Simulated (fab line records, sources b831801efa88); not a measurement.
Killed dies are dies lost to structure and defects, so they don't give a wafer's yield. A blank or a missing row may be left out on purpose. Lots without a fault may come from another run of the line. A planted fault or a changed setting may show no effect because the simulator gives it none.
Which tool did it? | flow sky130 | 10 lots, 30 wafers sampled, at 6 steps of a route of 708

WHAT THE GAUGES READ, wafer by wafer
SKY_SD_P_CD_MEAS_07: target cd 380 nm.
lot  | measured     | on        | cd_nm (nm)
L893 | day 26 04:26 | cd_sem-01 | 386.8 384.5 385.6
L894 | day 26 09:52 | cd_sem-02 | 381.0 380.5 376.7
L903 | day 29 19:20 | cd_sem-01 | 384.2 384.1 380.4
L905 | day 31 01:14 | cd_sem-02 | 378.2 381.1 379.6
L907 | day 31 05:30 | cd_sem-01 | 381.3 381.3 381.0
L906 | day 31 07:06 | cd_sem-02 | 381.2 382.9 381.6
L909 | day 31 21:57 | cd_sem-01 | 382.8 385.6 383.4
L911 | day 32 12:20 | cd_sem-01 | 379.1 380.6 378.6
L912 | day 32 18:24 | cd_sem-02 | 374.9 376.9 378.8
L913 | day 33 00:47 | cd_sem-02 | 381.9 383.1 382.0

SKY_SD_N_RS_MEAS_18: measures by four-point-probe.
lot  | measured     | on            | RES_XHIGH_RS (ohm/sq)
L893 | day 28 15:45 | film_metro-02 | 334.3 334.4 333.2
L894 | day 28 20:22 | film_metro-04 | 334.1 335.0 334.3
L903 | day 32 03:24 | film_metro-04 | 334.4 334.0 332.8
L905 | day 33 07:46 | film_metro-04 | 333.8 333.8 334.3
L907 | day 33 11:50 | film_metro-03 | 332.1 333.6 333.2
L906 | day 33 14:52 | film_metro-02 | 332.2 332.6 331.0
L909 | day 34 05:22 | film_metro-02 | 334.8 334.9 335.3
L911 | day 34 18:11 | film_metro-03 | 333.2 333.2 334.7
L912 | day 35 00:41 | film_metro-04 | 334.8 336.7 334.3
L913 | day 35 05:58 | film_metro-04 | 333.0 334.0 334.1

SKY_LI_CONTACT_CD_MEAS_12: target cd 170 nm.
lot  | measured     | on        | cd_nm (nm)
L893 | day 29 20:32 | cd_sem-02 | 172.0 173.4 172.6
L894 | day 30 01:02 | cd_sem-01 | 170.3 171.3 169.5
L903 | day 33 07:52 | cd_sem-01 | 167.0 166.7 167.2
L905 | day 34 10:34 | cd_sem-01 | 169.8 169.2 168.7
L907 | day 34 15:19 | cd_sem-01 | 171.0 171.4 172.5
L906 | day 34 17:35 | cd_sem-02 | 167.7 167.8 168.9
L909 | day 35 08:40 | cd_sem-01 | 170.4 167.9 171.5
L911 | day 35 21:53 | cd_sem-01 | 169.8 169.6 171.2
L912 | day 36 03:02 | cd_sem-02 | 170.5 169.7 169.3
L913 | day 36 08:16 | cd_sem-01 | 171.3 171.0 170.5

SKY_METAL5_RS_MEAS_05: measures by four-point-probe.
lot  | measured     | on            | METAL5_ALCU_RS (ohm/sq)
L893 | day 43 14:47 | film_metro-02 | 0.02723 0.02676 0.02708
L894 | day 43 15:54 | film_metro-04 | 0.02693 0.02715 0.02713
L903 | day 46 03:37 | film_metro-04 | 0.02745 0.02745 0.02758
L905 | day 47 02:23 | film_metro-04 | 0.02749 0.02747 0.02752
L907 | day 47 08:35 | film_metro-04 | 0.02744 0.0332 0.02727
L906 | day 47 10:21 | film_metro-02 | 0.02711 0.02677 0.02677
L909 | day 47 19:40 | film_metro-02 | 0.02719 0.02703 0.02722
L911 | day 48 07:28 | film_metro-01 | 0.03244 0.02695 0.03233
L912 | day 48 10:28 | film_metro-02 | 0.02748 0.03332 0.02733
L913 | day 48 14:35 | film_metro-02 | 0.02699 0.02726 0.02705

SKY_METAL5_THK_MEAS_06: measures by xrf.
lot  | measured     | on            | METAL5_ALCU_THK (nm)
L893 | day 43 14:55 | film_metro-02 | 1128 1149 1143
L894 | day 43 16:01 | film_metro-04 | 1152 1149 1138
L903 | day 46 03:43 | film_metro-04 | 1136 1137 1128
L905 | day 47 02:31 | film_metro-04 | 1138 1142 1140
L907 | day 47 08:42 | film_metro-04 | 1144 980 1146
L906 | day 47 10:26 | film_metro-02 | 1135 1148 1147
L909 | day 47 19:46 | film_metro-02 | 1140 1140 1136
L911 | day 48 07:35 | film_metro-01 | 997 1142 996
L912 | day 48 10:35 | film_metro-02 | 1133 965 1132
L913 | day 48 14:43 | film_metro-02 | 1152 1130 1147

WHICH TOOL RAN EACH LOT (tool, then ch and the chambers of the sampled wafers, then the start)
lot  | SKY_METAL5_SPUTTER_02
L893 | pvd_sputter-01, day 43 14:40
L894 | pvd_sputter-03, day 43 15:46
L903 | pvd_sputter-03, day 46 03:28
L905 | pvd_sputter-03, day 47 02:16
L907 | pvd_sputter-03, day 47 08:28
L906 | pvd_sputter-01, day 47 10:10
L909 | pvd_sputter-04, day 47 19:31
L911 | pvd_sputter-03, day 48 07:22
L912 | pvd_sputter-03, day 48 10:20
L913 | pvd_sputter-01, day 48 14:28
- SKY_METAL5_SPUTTER_02: material AlCu, target thk 1150 nm, time 61.2 s.

WHAT THE TOOLS THEMSELVES READ (means of the sampled wafers that have a number; where no wafer has one, the mark that the record gives instead)
SKY_METAL5_SPUTTER_02.
lot  | tool           | throttle_valve_pct (%)
L893 | pvd_sputter-01 | 29.2
L894 | pvd_sputter-03 | 29.9
L903 | pvd_sputter-03 | 31.5
L905 | pvd_sputter-03 | 31.5
L907 | pvd_sputter-03 | 30.7
L906 | pvd_sputter-01 | 29.4
L909 | pvd_sputter-04 | 31.4
L911 | pvd_sputter-03 | 29.9
L912 | pvd_sputter-03 | 30.1
L913 | pvd_sputter-01 | 29.7

THE ANSWER, worked out from the rows above alone
Rule: what is usual is taken from the lots themselves. Put in order of their means at a reading, lots are off if they are a third of the lots or fewer, leave a main group of 4 or more, and stand apart from it by a gap of 3 or more times the standard deviation of the main group's means; of several such gaps the widest counts. A main group whose means are all the same, to the digits that the tables above print for the reading, isn't used. A lot without any number at a reading at which 4 lots or more have one is off too. The other lots that the step has rows for count as sound. The gauges are gone through in route order, then the tools' own readings, and for those a lot's mean is taken as printed above. The first step at which some lot is off is used, and at that step the reading that is off furthest; a lot without a number counts as furthest.
Off: L907, L911, L912, at SKY_METAL5_RS_MEAS_05 (METAL5_ALCU_RS). The main group: mean 0.02717 ohm/sq, standard deviation 0.00022.
A tool fits if, at a process step before that reading, it ran every lot that is off, and no sound lot after the first of them. The gauges at SKY_METAL5_RS_MEAS_05 are tried like those tools. One fits: pvd_sputter-03 at SKY_METAL5_SPUTTER_02. Its last sound lot is L905 (day 47 02:16), its first lot that is off L907 (day 47 08:28): a fault that began between those two fits.

WHAT THE SIMULATOR HAD PUT IN
Site profile drift: pvd_sputter-03, from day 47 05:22 on, at SKY_METAL5_SPUTTER_02. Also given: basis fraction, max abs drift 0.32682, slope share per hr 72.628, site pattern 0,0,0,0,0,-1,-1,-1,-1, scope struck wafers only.
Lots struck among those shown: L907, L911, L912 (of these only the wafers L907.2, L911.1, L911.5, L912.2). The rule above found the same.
